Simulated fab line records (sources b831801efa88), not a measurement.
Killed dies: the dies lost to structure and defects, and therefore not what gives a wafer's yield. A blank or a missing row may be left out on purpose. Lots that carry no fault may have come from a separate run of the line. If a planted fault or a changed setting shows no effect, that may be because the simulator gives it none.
fab line records ; flow sky130
record: lots: 24; wafers: 72; last_day: 50
route steps=708 shown METAL3@565 VIA3@574 METAL4@600
lots untouched by any fault: they come from a run of this same line in which no faults occurred
start_h: start of the lot's first displayed wafer, in hours after the record's first day ; wait_h: hours elapsed since this lot's preceding step ; " identical to the entry in the row above ; L1.1+2: one row covering several wafers at once ; - no value present, or no start provided ; * or withheld: withheld ; < > ~ a bound
route shown NAME@n: a module of which the file shows steps, and the number in the route of the first ; usual: mean/standard deviation taken from wafers without a fault ; same: alike in all rows ; chamber/n: place in a boat ; sites: each site's reading ; _std_site: their standard deviation ; _edge_site: inner sites' mean taken away from outer sites' mean ; radius_mm: for every site, how far away it sits from the centre of the wafer ; mask NAME#n: copy n ; behind: the most recent tool/chamber to have shaped the wafer ; hold: why the lot went on hold/how many hours it stayed there/how the hold came to an end ; device: the n, p or np transistor that did not switch ; end of line: the same wafers' tests at the end of the route ; a step without rows: its recipe alone ; killed: count of dies lost to structure and defects at first sort (not the wafer's yield) ; map: shows each die of a wafer: x if killed, . if not, _ if none is there
set.NAME: the setting the step ran with; set.NAME@STEP: the setting that earlier step ran with ; model.NAME: the simulator's own value behind a step, which no gauge read
route steps across a sampled set of lots; one table per step, one row per wafer
services: a tool's chamber out of use, with start hour (start_h, from the record's first day; less than 0 if before it), hours out, and reason
== steps ==
step: SKY_METAL3_DESCUM_15
recipe: chemistry: O2; source_power_w: 150; bias_power_w: 0; pressure_mtorr: 10; temp_c: 40; time_s: 8
usual: drypump_motor_current_A: 6.0/0.51; oes_product_au: 1.002/0.012; temp_c: 40.01/0.11
lot.wafer;tool;chamber;start_h;wait_h;drypump_motor_current_A;oes_product_au;rf_hours_counter_h;temp_c
L075.1;rie_metal-02;0;912.83;0.0;6.6;1.012;15;40.05
L075.4;rie_metal-02;0;912.83;0.0;6.6;1.020;-;39.95
L075.6;rie_metal-02;1;912.83;0.0;6.3;1.003;-;39.96
L074.2;rie_metal-03;1;916.90;0.0;5.1;0.995;13;39.90
L074.3;rie_metal-03;0;916.90;0.0;6.2;1.010;-;40.01
L074.5;rie_metal-03;1;916.90;0.0;5.1;0.995;-;39.90
L076.1;rie_metal-03;0;935.78;0.0;6.2;0.993;2;40.10
L076.5;rie_metal-03;0;935.78;0.0;6.2;0.992;-;40.12
L076.6;rie_metal-03;1;935.78;0.0;5.1;0.986;-;39.98
L077.1;rie_metal-02;1;936.34;0.0;6.3;1.006;8;39.86
L077.2;rie_metal-02;0;936.34;0.0;6.6;1.019;17;40.13
L077.4;rie_metal-02;1;936.34;0.0;6.3;1.003;-;40.16
L079.2;rie_metal-01;0;940.28;0.0;6.4;1.032;12;40.04
L079.4;rie_metal-01;1;940.28;0.0;5.8;1.007;-;39.84
L079.5;rie_metal-01;1;940.28;0.0;5.8;0.994;-;39.94
L078.3;rie_metal-01;0;948.86;0.0;6.4;1.022;-;39.95
L078.4;rie_metal-01;1;948.86;0.0;5.7;0.989;-;39.96
L078.6;rie_metal-01;1;948.86;0.0;5.7;0.991;-;40.11
L084.2;rie_metal-01;1;991.60;0.0;5.8;1.000;18;39.99
L084.3;rie_metal-01;1;991.60;0.0;5.8;0.998;-;40.18
L084.6;rie_metal-01;1;991.60;0.0;5.8;0.992;-;40.18
L082.3;rie_metal-03;1;995.69;0.0;5.1;0.982;-;39.94
L082.4;rie_metal-03;0;995.69;0.0;6.2;0.994;-;39.85
L082.5;rie_metal-03;1;995.69;0.0;5.1;0.982;-;39.84
L081.2;rie_metal-01;1;999.04;0.0;5.8;1.007;19;39.87
L081.4;rie_metal-01;0;999.04;0.0;6.3;1.021;-;40.01
L081.6;rie_metal-01;1;999.04;0.0;5.8;1.012;-;40.01
L085.3;rie_metal-01;1;1000.51;0.0;5.7;1.004;-;40.02
L085.5;rie_metal-01;1;1000.51;0.0;5.7;1.000;-;39.90
L085.6;rie_metal-01;0;1000.51;0.0;6.3;1.011;-;40.14
L087.1;rie_metal-03;1;1001.79;0.0;5.1;0.985;16;40.12
L087.3;rie_metal-03;0;1001.79;0.0;6.2;1.011;-;40.07
L087.5;rie_metal-03;0;1001.79;0.0;6.3;1.014;-;39.87
L080.4;rie_metal-01;0;1002.15;0.0;6.4;1.015;-;40.10
L080.5;rie_metal-01;1;1002.15;0.0;5.7;1.002;-;39.94
L080.6;rie_metal-01;0;1002.15;0.0;6.4;1.023;-;40.08
L086.2;rie_metal-02;1;1003.64;0.0;6.3;0.979;11;40.26
L086.5;rie_metal-02;1;1003.64;0.0;6.3;0.982;-;39.97
L086.6;rie_metal-02;0;1003.64;0.0;6.6;1.005;-;40.07
L088.1;rie_metal-02;1;1003.99;0.0;6.3;0.995;11;40.08
L088.2;rie_metal-02;0;1003.99;0.0;6.6;1.012;20;39.94
L088.3;rie_metal-02;1;1003.99;0.0;6.3;0.989;-;40.09
L083.2;rie_metal-03;1;1004.48;0.0;5.1;0.987;17;40.24
L083.3;rie_metal-03;0;1004.48;0.0;6.3;1.014;-;40.19
L083.5;rie_metal-03;0;1004.48;0.0;6.3;1.015;-;40.10
L089.1;rie_metal-01;0;1006.39;0.0;6.4;1.017;16;40.12
L089.3;rie_metal-01;0;1006.39;0.0;6.4;1.017;-;40.24
L089.6;rie_metal-01;0;1006.39;0.0;6.3;1.010;-;40.09
L090.2;rie_metal-02;1;1011.03;0.0;6.3;0.995;12;40.17
L090.3;rie_metal-02;0;1011.03;0.0;6.6;1.009;-;40.03
L090.5;rie_metal-02;1;1011.03;0.0;6.3;0.999;-;40.14
L091.2;rie_metal-03;0;1028.93;0.0;6.2;0.988;7;39.91
L091.5;rie_metal-03;0;1028.93;0.0;6.2;0.996;-;40.06
L091.6;rie_metal-03;1;1028.93;0.0;5.1;0.992;-;40.05
L092.1;rie_metal-03;0;1032.09;0.0;6.3;1.004;7;40.00
L092.2;rie_metal-03;1;1032.09;0.0;5.1;0.993;18;39.98
L092.5;rie_metal-03;1;1032.09;0.0;5.1;0.994;-;39.93
L093.2;rie_metal-02;0;1032.70;0.0;6.6;1.003;22;40.02
L093.3;rie_metal-02;0;1032.70;0.0;6.6;1.002;-;40.01
L093.4;rie_metal-02;1;1032.70;0.0;6.3;0.989;-;39.90
L094.3;rie_metal-03;0;1033.66;0.0;6.2;0.994;-;39.89
L094.4;rie_metal-03;1;1033.66;0.0;5.1;0.998;-;40.12
L094.5;rie_metal-03;0;1033.66;0.0;6.2;1.006;-;40.12
L095.1;rie_metal-01;1;1039.19;0.0;5.8;1.005;22;40.13
L095.3;rie_metal-01;1;1039.19;0.0;5.8;1.012;-;40.12
L095.5;rie_metal-01;0;1039.19;0.0;6.4;1.029;-;39.88
L096.4;rie_metal-03;1;1050.10;0.0;5.1;0.995;-;39.78
L096.5;rie_metal-03;0;1050.10;0.0;6.3;1.008;-;40.01
L096.6;rie_metal-03;1;1050.10;0.0;5.1;0.999;-;40.09
L097.2;rie_metal-02;1;1055.21;0.0;6.3;0.994;-;39.83
L097.5;rie_metal-02;1;1055.21;0.0;6.3;0.999;-;39.83
L097.6;rie_metal-02;1;1055.21;0.0;6.3;0.998;-;39.71
step: SKY_VIA3_THK_MEAS_01
recipe: reads: SiO2_of_VIA3_HDPCVD_00
usual: VIA3_HDPCVD_THK: 1633/20
lot.wafer;tool;chamber;start_h;wait_h;VIA3_HDPCVD_THK[nm]
L075.1;film_metro-03;-;913.91;0.1;1626
L075.4;film_metro-03;-;913.91;0.1;1648
L075.6;film_metro-03;-;913.91;0.1;1625
L074.2;film_metro-03;-;918.05;0.1;1644
L074.3;film_metro-03;-;918.05;0.1;1655
L074.5;film_metro-03;-;918.05;0.1;1653
L076.1;film_metro-03;-;936.86;0.1;1638
L076.5;film_metro-03;-;936.86;0.1;1623
L076.6;film_metro-03;-;936.86;0.1;1645
L077.1;film_metro-04;-;937.43;0.1;1647
L077.2;film_metro-04;-;937.43;0.1;1618
L077.4;film_metro-04;-;937.43;0.1;1600
L079.2;film_metro-04;-;941.38;0.1;1639
L079.4;film_metro-04;-;941.38;0.1;1633
L079.5;film_metro-04;-;941.38;0.1;1665
L078.3;film_metro-03;-;950.00;0.1;1606
L078.4;film_metro-03;-;950.00;0.1;1620
L078.6;film_metro-03;-;950.00;0.1;1656
L084.2;film_metro-03;-;992.70;0.1;1613
L084.3;film_metro-03;-;992.70;0.1;1599
L084.6;film_metro-03;-;992.70;0.1;1637
L082.3;film_metro-04;-;996.78;0.1;1616
L082.4;film_metro-04;-;996.78;0.1;1624
L082.5;film_metro-04;-;996.78;0.1;1613
L081.2;film_metro-03;-;1000.14;0.1;1630
L081.4;film_metro-03;-;1000.14;0.1;1600
L081.6;film_metro-03;-;1000.14;0.1;1611
L085.3;film_metro-03;-;1001.61;0.1;1635
L085.5;film_metro-03;-;1001.61;0.1;1622
L085.6;film_metro-03;-;1001.61;0.1;1626
L087.1;film_metro-04;-;1003.14;0.1;1612
L087.3;film_metro-04;-;1003.14;0.1;1607
L087.5;film_metro-04;-;1003.14;0.1;1595
L080.4;film_metro-02;-;1003.31;0.0;1651
L080.5;film_metro-02;-;1003.31;0.0;1621
L080.6;film_metro-02;-;1003.31;0.0;1624
L086.2;film_metro-03;-;1004.92;0.1;1660
L086.5;film_metro-03;-;1004.92;0.1;1668
L086.6;film_metro-03;-;1004.92;0.1;1643
L088.1;film_metro-02;-;1005.13;0.1;1629
L088.2;film_metro-02;-;1005.13;0.1;1625
L088.3;film_metro-02;-;1005.13;0.1;1611
L083.2;film_metro-04;-;1005.64;0.1;1667
L083.3;film_metro-04;-;1005.64;0.1;1640
L083.5;film_metro-04;-;1005.64;0.1;1658
L089.1;film_metro-04;-;1007.54;0.1;1593
L089.3;film_metro-04;-;1007.54;0.1;1629
L089.6;film_metro-04;-;1007.54;0.1;1612
L090.2;film_metro-03;-;1012.17;0.1;1622
L090.3;film_metro-03;-;1012.17;0.1;1631
L090.5;film_metro-03;-;1012.17;0.1;1609
L091.2;film_metro-04;-;1030.02;0.1;1659
L091.5;film_metro-04;-;1030.02;0.1;1646
L091.6;film_metro-04;-;1030.02;0.1;1678
L092.1;film_metro-04;-;1033.80;0.1;1656
L092.2;film_metro-04;-;1033.80;0.1;1618
L092.5;film_metro-04;-;1033.80;0.1;1625
L093.2;film_metro-04;-;1033.96;0.1;1639
L093.3;film_metro-04;-;1033.96;0.1;1628
L093.4;film_metro-04;-;1033.96;0.1;1628
L094.3;film_metro-02;-;1034.82;0.1;1651
L094.4;film_metro-02;-;1034.82;0.1;1643
L094.5;film_metro-02;-;1034.82;0.1;1619
L095.1;film_metro-04;-;1040.28;0.1;1618
L095.3;film_metro-04;-;1040.28;0.1;1621
L095.5;film_metro-04;-;1040.28;0.1;1624
L096.4;film_metro-02;-;1051.21;0.0;1659
L096.5;film_metro-02;-;1051.21;0.0;1650
L096.6;film_metro-02;-;1051.21;0.0;1649
L097.2;film_metro-02;-;1056.88;0.1;1650
L097.5;film_metro-02;-;1056.88;0.1;1664
L097.6;film_metro-02;-;1056.88;0.1;1654
step: SKY_METAL4_SPUTTER_02
recipe: material: AlCu; target_thk_nm: 735; power_w: 10600; time_s: 39.1; chamber_pressure_pa: 0.4
usual: throttle_valve_pct: 29.8/0.81
lot.wafer;tool;chamber;start_h;wait_h;throttle_valve_pct
L075.1;pvd_sputter-02;-;940.91;0.0;29.9
L075.4;pvd_sputter-02;-;940.91;0.0;28.8
L075.6;pvd_sputter-02;-;940.91;0.0;29.5
L074.2;pvd_sputter-02;-;944.03;0.0;29.4
L074.3;pvd_sputter-02;-;944.03;0.0;30.0
L074.5;pvd_sputter-02;-;944.03;0.0;30.0
L076.1;pvd_sputter-03;-;962.98;0.0;30.2
L076.5;pvd_sputter-03;-;962.98;0.0;29.6
L076.6;pvd_sputter-03;-;962.98;0.0;31.6
L077.1;pvd_sputter-02;-;963.64;0.0;29.5
L077.2;pvd_sputter-02;-;963.64;0.0;29.6
L077.4;pvd_sputter-02;-;963.64;0.0;29.5
L079.2;pvd_sputter-02;-;966.28;0.0;29.8
L079.4;pvd_sputter-02;-;966.28;0.0;29.6
L079.5;pvd_sputter-02;-;966.28;0.0;29.7
L078.3;pvd_sputter-02;-;975.68;0.0;28.9
L078.4;pvd_sputter-02;-;975.68;0.0;29.4
L078.6;pvd_sputter-02;-;975.68;0.0;28.9
L084.2;pvd_sputter-04;-;1018.88;0.0;30.7
L084.3;pvd_sputter-04;-;1018.88;0.0;28.5
L084.6;pvd_sputter-04;-;1018.88;0.0;30.4
L082.3;pvd_sputter-03;-;1021.61;0.0;29.9
L082.4;pvd_sputter-03;-;1021.61;0.0;31.8
L082.5;pvd_sputter-03;-;1021.61;0.0;29.9
L081.2;pvd_sputter-02;-;1026.40;0.0;29.8
L081.4;pvd_sputter-02;-;1026.40;0.0;29.5
L081.6;pvd_sputter-02;-;1026.40;0.0;29.7
L085.3;pvd_sputter-02;-;1027.64;0.0;29.0
L085.5;pvd_sputter-02;-;1027.64;0.0;29.5
L085.6;pvd_sputter-02;-;1027.64;0.0;29.9
L087.1;pvd_sputter-03;-;1029.24;0.0;30.5
L087.3;pvd_sputter-03;-;1029.24;0.0;30.6
L087.5;pvd_sputter-03;-;1029.24;0.0;30.3
L080.4;pvd_sputter-02;-;1029.45;0.0;29.3
L080.5;pvd_sputter-02;-;1029.45;0.0;29.5
L080.6;pvd_sputter-02;-;1029.45;0.0;29.9
L086.2;pvd_sputter-04;-;1031.12;0.0;30.7
L086.5;pvd_sputter-04;-;1031.12;0.0;29.2
L086.6;pvd_sputter-04;-;1031.12;0.0;30.6
L088.1;pvd_sputter-04;-;1031.44;0.0;28.6
L088.2;pvd_sputter-04;-;1031.44;0.0;29.5
L088.3;pvd_sputter-04;-;1031.44;0.0;30.6
L083.2;pvd_sputter-02;-;1031.67;0.0;28.9
L083.3;pvd_sputter-02;-;1031.67;0.0;29.4
L083.5;pvd_sputter-02;-;1031.67;0.0;29.4
L089.1;pvd_sputter-03;-;1033.52;0.0;30.4
L089.3;pvd_sputter-03;-;1033.52;0.0;30.3
L089.6;pvd_sputter-03;-;1033.52;0.0;31.9
L090.2;pvd_sputter-04;-;1037.72;0.0;30.4
L090.3;pvd_sputter-04;-;1037.72;0.0;28.6
L090.5;pvd_sputter-04;-;1037.72;0.0;29.4
L091.2;pvd_sputter-02;-;1053.16;0.0;29.5
L091.5;pvd_sputter-02;-;1053.16;0.0;28.9
L091.6;pvd_sputter-02;-;1053.16;0.0;29.5
L092.1;pvd_sputter-02;-;1057.88;0.0;28.7
L092.2;pvd_sputter-02;-;1057.88;0.0;29.9
L092.5;pvd_sputter-02;-;1057.88;0.0;28.9
L093.2;pvd_sputter-03;-;1058.22;0.0;30.4
L093.3;pvd_sputter-03;-;1058.22;0.0;30.3
L093.4;pvd_sputter-03;-;1058.22;0.0;29.8
L094.3;pvd_sputter-04;-;1058.26;0.0;30.5
L094.4;pvd_sputter-04;-;1058.26;0.0;30.4
L094.5;pvd_sputter-04;-;1058.26;0.0;30.6
L095.1;pvd_sputter-02;-;1064.47;0.0;29.7
L095.3;pvd_sputter-02;-;1064.47;0.0;29.9
L095.5;pvd_sputter-02;-;1064.47;0.0;29.6
L096.4;pvd_sputter-02;-;1074.70;0.0;29.4
L096.5;pvd_sputter-02;-;1074.70;0.0;29.5
L096.6;pvd_sputter-02;-;1074.70;0.0;28.8
L097.2;pvd_sputter-03;-;1079.83;0.0;29.9
L097.5;pvd_sputter-03;-;1079.83;0.0;31.7
L097.6;pvd_sputter-03;-;1079.83;0.0;30.0
step: SKY_METAL4_CD_MEAS_13
recipe: target_cd_nm: 300
usual: cd_nm: 300.1/1.1
lot.wafer;tool;chamber;start_h;wait_h;cd_nm
L075.1;cd_sem-02;-;989.12;-;299.6
L075.4;cd_sem-02;-;989.12;-;300.3
L075.6;cd_sem-02;-;989.12;-;301.2
L074.2;cd_sem-02;-;992.07;-;300.1
L074.3;cd_sem-02;-;992.07;-;298.7
L074.5;cd_sem-02;-;992.07;-;299.8
L076.1;cd_sem-01;-;1011.52;-;300.3
L076.5;cd_sem-01;-;1011.52;-;299.9
L076.6;cd_sem-01;-;1011.52;-;299.2
L077.1;cd_sem-02;-;1012.25;-;300.6
L077.2;cd_sem-02;-;1012.25;-;299.9
L077.4;cd_sem-02;-;1012.25;-;300.4
L079.2;cd_sem-01;-;1014.24;-;301.9
L079.4;cd_sem-01;-;1014.24;-;301.5
L079.5;cd_sem-01;-;1014.24;-;300.6
L078.3;cd_sem-02;-;1023.88;-;301.1
L078.4;cd_sem-02;-;1023.88;-;301.0
L078.6;cd_sem-02;-;1023.88;-;300.0
L084.2;cd_sem-02;-;1063.15;-;299.8
L084.3;cd_sem-02;-;1063.15;-;299.5
L084.6;cd_sem-02;-;1063.15;-;300.2
L082.3;cd_sem-02;-;1065.72;-;298.1
L082.4;cd_sem-02;-;1065.72;-;298.0
L082.5;cd_sem-02;-;1065.72;-;298.1
L081.2;cd_sem-02;-;1071.22;-;301.9
L081.4;cd_sem-02;-;1071.22;-;299.9
L081.6;cd_sem-02;-;1071.22;-;301.2
L085.3;cd_sem-01;-;1072.16;-;299.6
L085.5;cd_sem-01;-;1072.16;-;299.6
L085.6;cd_sem-01;-;1072.16;-;298.3
L087.1;cd_sem-02;-;1073.39;-;301.4
L087.3;cd_sem-02;-;1073.39;-;299.7
L087.5;cd_sem-02;-;1073.39;-;299.1
L080.4;cd_sem-01;-;1073.53;-;299.0
L080.5;cd_sem-01;-;1073.53;-;301.5
L080.6;cd_sem-01;-;1073.53;-;300.9
L086.2;cd_sem-02;-;1075.32;-;303.8
L086.5;cd_sem-02;-;1075.32;-;301.9
L086.6;cd_sem-02;-;1075.32;-;301.2
L088.1;cd_sem-02;-;1076.45;-;300.9
L088.2;cd_sem-02;-;1076.45;-;301.7
L088.3;cd_sem-02;-;1076.45;-;300.1
L083.2;cd_sem-01;-;1076.51;-;300.7
L083.3;cd_sem-01;-;1076.51;-;299.2
L083.5;cd_sem-01;-;1076.51;-;299.2
L089.1;cd_sem-02;-;1077.90;-;300.0
L089.3;cd_sem-02;-;1077.90;-;299.6
L089.6;cd_sem-02;-;1077.90;-;299.5
L090.2;cd_sem-01;-;1081.48;-;301.8
L090.3;cd_sem-01;-;1081.48;-;301.9
L090.5;cd_sem-01;-;1081.48;-;301.2
L091.2;cd_sem-02;-;1095.98;-;300.2
L091.5;cd_sem-02;-;1095.98;-;299.3
L091.6;cd_sem-02;-;1095.98;-;299.8
L092.1;cd_sem-01;-;1100.80;-;299.8
L092.2;cd_sem-01;-;1100.80;-;297.6
L092.5;cd_sem-01;-;1100.80;-;299.6
L093.2;cd_sem-02;-;1101.59;-;299.9
L093.3;cd_sem-02;-;1101.59;-;299.1
L093.4;cd_sem-02;-;1101.59;-;300.3
L094.3;cd_sem-02;-;1101.83;-;298.2
L094.4;cd_sem-02;-;1101.83;-;299.0
L094.5;cd_sem-02;-;1101.83;-;298.5
L095.1;cd_sem-01;-;1106.85;-;298.8
L095.3;cd_sem-01;-;1106.85;-;300.1
L095.5;cd_sem-01;-;1106.85;-;299.1
L096.4;cd_sem-02;-;1116.45;-;299.3
L096.5;cd_sem-02;-;1116.45;-;299.8
L096.6;cd_sem-02;-;1116.45;-;300.4
L097.2;cd_sem-01;-;1122.21;-;300.4
L097.5;cd_sem-01;-;1122.21;-;299.0
L097.6;cd_sem-01;-;1122.21;-;301.0
step: SKY_METAL4_OVL_MEAS_14
usual: METAL4_OVL: 0/6.1
lot.wafer;tool;chamber;start_h;wait_h;METAL4_OVL[nm]
L075.1;overlay-01;-;989.24;0.1;-2
L075.4;overlay-01;-;989.24;0.1;5
L075.6;overlay-01;-;989.24;0.1;-3
L074.2;overlay-01;-;992.18;0.1;5
L074.3;overlay-01;-;992.18;0.1;11
L074.5;overlay-01;-;992.18;0.1;5
L076.1;overlay-02;-;1011.64;0.1;-1
L076.5;overlay-02;-;1011.64;0.1;-1
L076.6;overlay-02;-;1011.64;0.1;-4
L077.1;overlay-01;-;1012.37;0.1;-3
L077.2;overlay-01;-;1012.37;0.1;-3
L077.4;overlay-01;-;1012.37;0.1;-2
L079.2;overlay-01;-;1014.35;0.1;-13
L079.4;overlay-01;-;1014.35;0.1;-13
L079.5;overlay-01;-;1014.35;0.1;-10
L078.3;overlay-02;-;1023.97;0.1;1
L078.4;overlay-02;-;1023.97;0.1;4
L078.6;overlay-02;-;1023.97;0.1;11
L084.2;overlay-02;-;1063.26;0.1;-2
L084.3;overlay-02;-;1063.26;0.1;12
L084.6;overlay-02;-;1063.26;0.1;2
L082.3;overlay-02;-;1065.82;0.1;-5
L082.4;overlay-02;-;1065.82;0.1;0
L082.5;overlay-02;-;1065.82;0.1;1
L081.2;overlay-02;-;1071.33;0.1;-2
L081.4;overlay-02;-;1071.33;0.1;-3
L081.6;overlay-02;-;1071.33;0.1;-13
L085.3;overlay-01;-;1072.25;0.1;-9
L085.5;overlay-01;-;1072.25;0.1;-5
L085.6;overlay-01;-;1072.25;0.1;-9
L087.1;overlay-02;-;1073.51;0.1;11
L087.3;overlay-02;-;1073.51;0.1;3
L087.5;overlay-02;-;1073.51;0.1;-2
L080.4;overlay-01;-;1073.61;0.1;1
L080.5;overlay-01;-;1073.61;0.1;-1
L080.6;overlay-01;-;1073.61;0.1;-1
L086.2;overlay-01;-;1075.43;0.1;7
L086.5;overlay-01;-;1075.43;0.1;3
L086.6;overlay-01;-;1075.43;0.1;10
L088.1;overlay-01;-;1076.57;0.1;-4
L088.2;overlay-01;-;1076.57;0.1;3
L088.3;overlay-01;-;1076.57;0.1;-3
L083.2;overlay-02;-;1076.61;0.1;0
L083.3;overlay-02;-;1076.61;0.1;-9
L083.5;overlay-02;-;1076.61;0.1;-3
L089.1;overlay-01;-;1078.02;0.1;-1
L089.3;overlay-01;-;1078.02;0.1;4
L089.6;overlay-01;-;1078.02;0.1;-6
L090.2;overlay-02;-;1081.58;0.1;-6
L090.3;overlay-02;-;1081.58;0.1;-4
L090.5;overlay-02;-;1081.58;0.1;-3
L091.2;overlay-01;-;1096.08;0.1;-2
L091.5;overlay-01;-;1096.08;0.1;-4
L091.6;overlay-01;-;1096.08;0.1;-6
L092.1;overlay-01;-;1100.92;0.1;3
L092.2;overlay-01;-;1100.92;0.1;-1
L092.5;overlay-01;-;1100.92;0.1;4
L093.2;overlay-01;-;1101.70;0.1;-16
L093.3;overlay-01;-;1101.70;0.1;-6
L093.4;overlay-01;-;1101.70;0.1;-1
L094.3;overlay-01;-;1101.92;0.1;-6
L094.4;overlay-01;-;1101.92;0.1;6
L094.5;overlay-01;-;1101.92;0.1;1
L095.1;overlay-02;-;1106.97;0.1;7
L095.3;overlay-02;-;1106.97;0.1;2
L095.5;overlay-02;-;1106.97;0.1;2
L096.4;overlay-01;-;1116.52;0.1;-2
L096.5;overlay-01;-;1116.52;0.1;-2
L096.6;overlay-01;-;1116.52;0.1;-2
L097.2;overlay-02;-;1122.32;0.1;5
L097.5;overlay-02;-;1122.32;0.1;14
L097.6;overlay-02;-;1122.32;0.1;7
step: SKY_METAL4_ETCH_17
recipe: target: SiO2; stop_on: TiN; chemistry: C4F8/O2/Ar; source_w: 1500; bias_w: 1200; pressure_mtorr: 40; c4f8_flow_sccm: withheld; O2_flow_sccm: 6; Ar_flow_sccm: 300; time_s: 3.9; target_depth_a: 150
usual: oes_product_au: 0.753/0.0087
lot.wafer;tool;chamber;start_h;wait_h;oes_product_au;rf_hours_counter_h
L075.1;rie_diel-01;1;989.41;0.1;0.760;14
L075.4;rie_diel-01;2;989.41;0.1;0.766;17
L075.6;rie_diel-01;3;989.41;0.1;0.755;-
L074.2;rie_diel-01;2;992.34;0.1;0.740;17
L074.3;rie_diel-01;3;992.34;0.1;0.756;10
L074.5;rie_diel-01;3;992.34;0.1;0.756;-
L076.1;rie_diel-01;0;1011.94;0.2;0.746;17
L076.5;rie_diel-01;2;1011.94;0.2;0.741;-
L076.6;rie_diel-01;1;1011.94;0.2;0.739;-
L077.1;rie_diel-01;3;1012.54;0.1;0.763;11
L077.2;rie_diel-01;0;1012.54;0.1;0.751;17
L077.4;rie_diel-01;1;1012.54;0.1;0.759;15
L079.2;rie_diel-03;2;1014.51;0.1;0.756;22
L079.4;rie_diel-03;1;1014.51;0.1;0.753;10
L079.5;rie_diel-03;2;1014.51;0.1;0.757;-
L078.3;rie_diel-02;1;1024.12;0.0;0.753;23
L078.4;rie_diel-02;3;1024.12;0.0;0.743;17
L078.6;rie_diel-02;0;1024.12;0.0;0.730;-
L084.2;rie_diel-03;0;1063.42;0.1;0.756;20
L084.3;rie_diel-03;2;1063.42;0.1;0.762;23
L084.6;rie_diel-03;3;1063.42;0.1;0.761;-
L082.3;rie_diel-01;1;1065.97;0.0;0.740;17
L082.4;rie_diel-01;2;1065.97;0.0;0.743;20
L082.5;rie_diel-01;3;1065.97;0.0;0.739;-
L081.2;rie_diel-02;2;1071.62;0.1;0.760;20
L081.4;rie_diel-02;1;1071.62;0.1;0.768;24
L081.6;rie_diel-02;2;1071.62;0.1;0.760;-
L085.3;rie_diel-02;3;1072.41;0.0;0.751;18
L085.5;rie_diel-02;1;1072.41;0.0;0.755;-
L085.6;rie_diel-02;0;1072.41;0.0;0.752;-
L087.1;rie_diel-03;3;1073.67;0.1;0.749;0
L087.3;rie_diel-03;0;1073.67;0.1;0.750;20
L087.5;rie_diel-03;1;1073.67;0.1;0.752;-
L080.4;rie_diel-02;0;1073.76;0.0;0.765;13
L080.5;rie_diel-02;0;1073.76;0.0;0.759;-
L080.6;rie_diel-02;1;1073.76;0.0;0.766;-
L086.2;rie_diel-02;0;1075.59;0.1;0.752;13
L086.5;rie_diel-02;3;1075.59;0.1;0.744;-
L086.6;rie_diel-02;0;1075.59;0.1;0.751;-
L088.1;rie_diel-03;2;1076.74;0.1;0.755;24
L088.2;rie_diel-03;0;1076.74;0.1;0.762;20
L088.3;rie_diel-03;1;1076.74;0.1;0.755;11
L083.2;rie_diel-02;0;1076.77;0.1;0.753;13
L083.3;rie_diel-02;1;1076.77;0.1;0.760;25
L083.5;rie_diel-02;1;1076.77;0.1;0.761;-
L089.1;rie_diel-02;3;1078.19;0.1;0.731;18
L089.3;rie_diel-02;2;1078.19;0.1;0.741;20
L089.6;rie_diel-02;0;1078.19;0.1;0.749;-
L090.2;rie_diel-03;2;1081.74;0.1;0.754;24
L090.3;rie_diel-03;3;1081.74;0.1;0.758;0
L090.5;rie_diel-03;1;1081.74;0.1;0.749;-
L091.2;rie_diel-03;3;1096.24;0.1;0.757;1
L091.5;rie_diel-03;2;1096.24;0.1;0.757;-
L091.6;rie_diel-03;1;1096.24;0.1;0.762;-
L092.1;rie_diel-03;0;1101.09;0.1;0.746;21
L092.2;rie_diel-03;1;1101.09;0.1;0.743;12
L092.5;rie_diel-03;3;1101.09;0.1;0.751;-
L093.2;rie_diel-01;3;1101.86;0.1;0.750;14
L093.3;rie_diel-01;1;1101.86;0.1;0.751;18
L093.4;rie_diel-01;2;1101.86;0.1;0.763;21
L094.3;rie_diel-02;1;1102.07;0.0;0.738;25
L094.4;rie_diel-02;3;1102.07;0.0;0.751;19
L094.5;rie_diel-02;2;1102.07;0.0;0.741;-
L095.1;rie_diel-02;0;1107.27;0.2;0.765;14
L095.3;rie_diel-02;1;1107.27;0.2;0.763;26
L095.5;rie_diel-02;1;1107.27;0.2;0.755;-
L096.4;rie_diel-02;1;1116.67;0.0;0.749;26
L096.5;rie_diel-02;1;1116.67;0.0;0.761;-
L096.6;rie_diel-02;2;1116.67;0.0;0.757;-
L097.2;rie_diel-03;2;1122.48;0.1;0.746;25
L097.5;rie_diel-03;0;1122.48;0.1;0.760;-
L097.6;rie_diel-03;3;1122.48;0.1;0.754;-
== services ==
tool;chamber;start_h;hours;kind
pvd_sputter-02;-;901.96;2.5;repair
rie_diel-02;-;905.42;0.3;repair
rie_diel-03;1;935.57;2.7;repair
pvd_sputter-04;-;950.12;4.0;repair
rie_metal-03;-;954.83;2.8;pm
rie_metal-03;1;958.05;20.2;repair
pvd_sputter-04;-;974.44;1.5;repair
rie_diel-03;3;988.73;6.5;repair
pvd_sputter-02;-;990.80;6.4;repair
pvd_sputter-04;-;993.63;3.3;repair
rie_diel-03;-;1004.10;2.8;pm
pvd_sputter-02;3;1031.78;-;consumable_replace:kit
pvd_sputter-02;3;1031.78;18.0;scheduled_down
pvd_sputter-02;3;1031.78;18.0;vent_cycle
rie_diel-03;3;1038.01;-;clean
rie_diel-03;3;1038.01;24.4;scheduled_down
rie_diel-03;3;1038.01;24.4;vent_cycle
pvd_sputter-03;-;1048.88;2.7;repair
rie_metal-01;-;1055.56;2.8;pm
pvd_sputter-04;-;1074.37;3.2;repair
rie_metal-02;-;1088.32;4.3;pm
rie_metal-01;1;1105.13;-;clean
rie_diel-03;0;1115.06;6.3;repair
rie_metal-01;-;1119.15;1.0;repair
== key ==
fault none
